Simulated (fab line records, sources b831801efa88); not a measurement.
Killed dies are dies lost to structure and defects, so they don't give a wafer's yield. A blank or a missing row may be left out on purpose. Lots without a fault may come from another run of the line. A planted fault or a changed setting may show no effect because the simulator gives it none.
Which tool did it? | flow gf180mcu | 12 lots, 36 wafers sampled, at 4 steps of a route of 602

WHAT THE GAUGES READ, wafer by wafer
GF_STI_THK_MEAS_24.
lot  | measured    | on            | STI_CVD_23_THK (nm)
L386 | day 2 03:43 | film_metro-04 | 637 638 634
L387 | day 2 08:47 | film_metro-02 | 651 648 650
L388 | day 2 21:57 | film_metro-02 | 647 651 648
L389 | day 3 00:28 | film_metro-04 | 649 651 647
L390 | day 3 02:14 | film_metro-01 | 637 640 646
L391 | day 3 02:14 | film_metro-02 | 659 661 654
L392 | day 3 06:19 | film_metro-01 | 645 654 644
L398 | day 4 18:13 | film_metro-01 | 643 638 655
L400 | day 5 07:06 | film_metro-04 | 646 644 640
L403 | day 5 18:28 | film_metro-01 | 651 649 651
L407 | day 6 15:40 | film_metro-02 | 637 643 642
L409 | day 7 03:51 | film_metro-01 | 649 640 647

GF_HV_LDD_CD_MEAS_19: target cd 400 nm.
lot  | measured     | on        | cd_nm (nm)
L386 | day 10 12:34 | cd_sem-02 | 401.0 400.0 398.6
L387 | day 10 19:31 | cd_sem-02 | 397.1 397.4 397.2
L388 | day 12 01:09 | cd_sem-01 | 403.0 403.8 403.5
L389 | day 12 04:04 | cd_sem-01 | 401.9 402.4 401.8
L390 | day 12 10:17 | cd_sem-01 | 400.0 399.7 400.3
L391 | day 12 06:23 | cd_sem-02 | 400.4 400.0 400.3
L392 | day 12 15:11 | cd_sem-01 | 398.9 398.4 396.6
L398 | day 14 15:54 | cd_sem-01 | 402.7 398.5 400.2
L400 | day 15 15:47 | cd_sem-02 | 399.4 399.3 399.9
L403 | day 16 06:51 | cd_sem-01 | 399.6 398.1 396.9
L407 | day 17 14:17 | cd_sem-01 | 402.7 402.5 401.8
L409 | day 18 05:08 | cd_sem-02 | 398.5 399.4 399.6

GF_HV_LDD_OVL_MEAS_47.
lot  | measured     | on         | HV_LDD_03_OVL (nm)
L386 | day 12 02:13 | overlay-02 | 0.0 -0.7 1.6
L387 | day 12 10:40 | overlay-02 | 1.8 -0.5 0.2
L388 | day 13 17:40 | overlay-02 | 0.0 -2.3 -0.5
L389 | day 13 20:44 | overlay-02 | 2.3 0.2 2.1
L390 | day 14 03:30 | overlay-02 | 1.3 -0.6 0.7
L391 | day 14 00:35 | overlay-02 | 0.1 -0.1 -0.8
L392 | day 14 08:32 | overlay-02 | -0.3 2.5 1.6
L398 | day 16 11:47 | overlay-02 | 0.5 0.7 1.3
L400 | day 17 12:45 | overlay-02 | -0.8 0.4 0.5
L403 | day 18 03:03 | overlay-01 | -1.0 -2.3 0.0
L407 | day 19 12:16 | overlay-02 | 0.7 2.1 -0.1
L409 | day 20 05:06 | overlay-01 | 0.3 0.4 -1.1

WHICH TOOL RAN EACH LOT (tool, then ch and the chambers of the sampled wafers, then the start)
lot  | GF_MVSD_STRIP_10
L386 | plasma_asher-03 ch 0,1, day 4 03:56
L387 | plasma_asher-03 ch 0, day 4 09:10
L388 | plasma_asher-01 ch 0,1, day 5 08:07
L389 | plasma_asher-04 ch 0,1, day 5 09:48
L390 | plasma_asher-03 ch 0,1, day 5 12:55
L391 | plasma_asher-01 ch 0,1, day 5 11:14
L392 | plasma_asher-03 ch 1, day 5 17:03
L398 | plasma_asher-01 ch 0, day 7 10:47
L400 | plasma_asher-03 ch 0,1, day 8 02:52
L403 | plasma_asher-04 ch 0,1, day 8 14:06
L407 | plasma_asher-04 ch 0,1, day 9 17:35
L409 | plasma_asher-03 ch 0,1, day 10 03:27
- GF_MVSD_STRIP_10: strips in O2/N2.

WHAT THE TOOLS THEMSELVES READ (means of the sampled wafers that have a number; where no wafer has one, the mark that the record gives instead)
GF_MVSD_STRIP_10.
lot  | tool            | drypump_motor_current_A (A) | heater_power_w (W) | oes_product_au (a.u.) | strip_time_to_endpoint_s (s)
L386 | plasma_asher-03 | 5.5                         | 319                | 0.723                 | 36.89
L387 | plasma_asher-03 | 5.5                         | 301                | 0.724                 | 36.86
L388 | plasma_asher-01 | 5.3                         | 313                | 0.725                 | 36.98
L389 | plasma_asher-04 | 5.9                         | 322                | 0.726                 | 36.76
L390 | plasma_asher-03 | 5.5                         | 329                | 0.721                 | 36.97
L391 | plasma_asher-01 | 5.3                         | 314                | 0.723                 | 37.01
L392 | plasma_asher-03 | 5.5                         | 342                | 0.725                 | 36.78
L398 | plasma_asher-01 | 4.9                         | 313                | 0.733                 | 36.21
L400 | plasma_asher-03 | 5.5                         | 320                | 0.722                 | 37.02
L403 | plasma_asher-04 | 6.3                         | 357                | 0.720                 | 36.95
L407 | plasma_asher-04 | 5.9                         | 328                | 0.727                 | 37.03
L409 | plasma_asher-03 | 5.5                         | 313                | 0.724                 | 36.91

THE ANSWER, worked out from the rows above alone
Rule: what is usual is taken from the lots themselves. Put in order of their means at a reading, lots are off if they are a third of the lots or fewer, leave a main group of 4 or more, and stand apart from it by a gap of 3 or more times the standard deviation of the main group's means; of several such gaps the widest counts. A main group whose means are all the same, to the digits that the tables above print for the reading, isn't used. A lot without any number at a reading at which 4 lots or more have one is off too. The other lots that the step has rows for count as sound. The gauges are gone through in route order, then the tools' own readings, and for those a lot's mean is taken as printed above. The first step at which some lot is off is used, and at that step the reading that is off furthest; a lot without a number counts as furthest.
Off: L398, at GF_MVSD_STRIP_10 (strip_time_to_endpoint_s). The main group: mean 36.92 s, standard deviation 0.089.
A tool fits if, at that step or a process step before it, it ran every lot that is off, and no sound lot after the first of them. One fits: plasma_asher-01 at GF_MVSD_STRIP_10. Its last sound lot is L391 (day 5 11:14), its first lot that is off L398 (day 7 10:47): a fault that began between those two fits.
The tool's own readings at GF_MVSD_STRIP_10 bear it out: on the lots that are off they differ by more than 5 times the standard deviation of the sound lots' means. strip_time_to_endpoint_s reads 36.21 s there against 36.92 s on the sound lots.

WHAT THE SIMULATOR HAD PUT IN
Process parameter drift: plasma_asher-01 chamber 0, from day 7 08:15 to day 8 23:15, at GF_MVSD_STRIP_10. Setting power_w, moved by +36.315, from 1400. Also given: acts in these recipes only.
Lots struck among those shown: L398. The rule above found the same.
